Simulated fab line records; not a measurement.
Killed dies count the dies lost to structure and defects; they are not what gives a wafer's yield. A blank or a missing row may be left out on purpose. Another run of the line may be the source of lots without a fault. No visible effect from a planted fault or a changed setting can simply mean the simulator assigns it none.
Comparing a struck lot with a sound one + flow sky130 + 23 out of 708 route steps
Sound: the wafers L409.4, L409.5, L409.6. Struck: wafers L416.2, L416.4, L416.5. The cause is named last.
For every step that has rows: the tool of each side, followed by ch and its chambers, followed by its first start. Under that, the readings that differ: sound wafers + struck wafers + difference of the means + sigmas: that difference in standard deviations of wafers without a fault.
alike: same words and numbers on both sides, and readings whose means sit less than 2 such deviations apart. not compared: any withheld reading, any reading some wafer has no value for, any bound like >300 that may hide the same value, and any number with overlapping values for which the record gives no deviation.
The two part at a step that has a row with sigmas, a row that says differs or no value, or rows on one side only. Numbers that have no deviation but don't overlap get no sigmas and don't part them. A reading that every wafer of one side lacks parts them only if that side has two wafers or more.

first, 8 steps without rows for these wafers: SKY_LDD_N_IMPLANT_08; SKY_LDD_N_IMPLANT_09; SKY_LDD_N_IMPLANT_10; SKY_LDD_N_IMPLANT_11; SKY_LDD_N_IMPLANT_12; SKY_LDD_N_IMPLANT_13; SKY_LDD_N_IMPLANT_14; SKY_LDD_N_IMPLANT_15.
SKY_LDD_N_STRIP_16: strips in O2/N2.
  sound on plasma asher-02 ch 0,1, day 20 05:49; struck on plasma asher-01 ch 0,1, day 22 13:01
  alike: drypump motor current A, oes product au, strip time to endpoint s
  not compared: rf hours counter h
SKY_LDD_N_TW_MEAS_17:
  sound on film metro-04, day 20 05:54; struck on film metro-04, day 22 13:08
  alike: LDD_N_TW
then, 2 steps without rows for these wafers: SKY_LDD_P_DEHYDRATE_00 (time 60 s); SKY_LDD_P_HMDS_01 (prime time 60 s).
SKY_LDD_P_COAT_02: resist thk 1140 nm.
  sound on litho track-02 ch 0, day 20 20:34; struck on litho track-01 ch 0, day 23 04:22
| reading                                    | sound                | struck               | difference | sigmas      |
|--------------------------------------------|----------------------|----------------------|------------|-------------|
| exhaust pa (Pa)                            | 42.9 43.7 42.9       | 46.4 46.7 45.6       | +3.1       | +3          |
| spin speed rpm (rpm)                       | 3001.2 3002.8 3001.3 | 3211.2 3207.4 3208.2 | +207.2     | +99 or more |
| model.NOVOLAK_of_LDD_P_COAT_02.thk nm (nm) | 1149 1150 1147       | 1104 1104 1104       | -45        |             |
then, 3 steps without rows for these wafers: SKY_LDD_P_SOFTBAKE_03 (time 60 s); SKY_LDD_P_EXPOSE_04 (exposes mask PSDM, target cd 380 nm); SKY_LDD_P_PEB_05.
SKY_LDD_P_DEVELOP_06: develop time 60 s.
  sound on litho track-04 ch 0, day 21 12:16; struck on litho track-01 ch 0, day 23 19:10
| reading                                    | sound          | struck         | difference | sigmas |
|--------------------------------------------|----------------|----------------|------------|--------|
| model.NOVOLAK_of_LDD_P_COAT_02.thk nm (nm) | 1148 1149 1147 | 1103 1104 1104 | -44        |        |
  alike: exhaust pa
SKY_LDD_P_CD_MEAS_07 targets a cd of 380 nm.
  sound on cd sem-01, day 21 12:24; struck on cd sem-01, day 23 19:18
| reading    | sound             | struck            | difference | sigmas |
|------------|-------------------|-------------------|------------|--------|
| cd nm (nm) | 378.8 376.9 376.9 | 383.7 384.3 384.9 | +6.8       | +3     |
SKY_LDD_P_OVL_MEAS_08:
  sound on overlay-01, day 21 12:29; struck on overlay-01, day 23 19:25
  alike: LDD_P_OVL
then, 1 step without rows for these wafers: SKY_LDD_P_IMPLANT_09.
SKY_LDD_P_STRIP_10: strips in O2/N2.
  sound on plasma asher-03 ch 0,1, day 21 12:41; struck on plasma asher-04 ch 0,1, day 23 19:35
| reading                      | sound             | struck            | difference | sigmas |
|------------------------------|-------------------|-------------------|------------|--------|
| strip time to endpoint s (s) | 14.27 14.28 14.25 | 13.76 13.74 13.75 | -0.52      | -14    |
  alike: drypump motor current A, oes product au
  not compared: rf hours counter h
SKY_LDD_P_TW_MEAS_11:
  sound on film metro-04, day 21 12:47; struck on film metro-03, day 23 19:42
  alike: LDD_P_TW
-- the record jumps here: 25 days lie between the struck wafers' starts before and after (it left off in module LDD_P and takes up again in module PAD_OPEN, whose first step shown is number 708 of the route) --
SKY_PAD_OPEN_PROBE_99:
  the record has rows for the struck wafers here (prober-01, day 48 17:39) and none for the sound ones

WHERE THEY PART
At SKY_LDD_P_COAT_02 first; at SKY_PAD_OPEN_PROBE_99 last (within this record only).

WHY: what the simulator had put in
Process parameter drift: litho track-01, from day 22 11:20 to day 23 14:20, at SKY_LDD_P_COAT_02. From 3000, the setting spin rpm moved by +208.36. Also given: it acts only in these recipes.
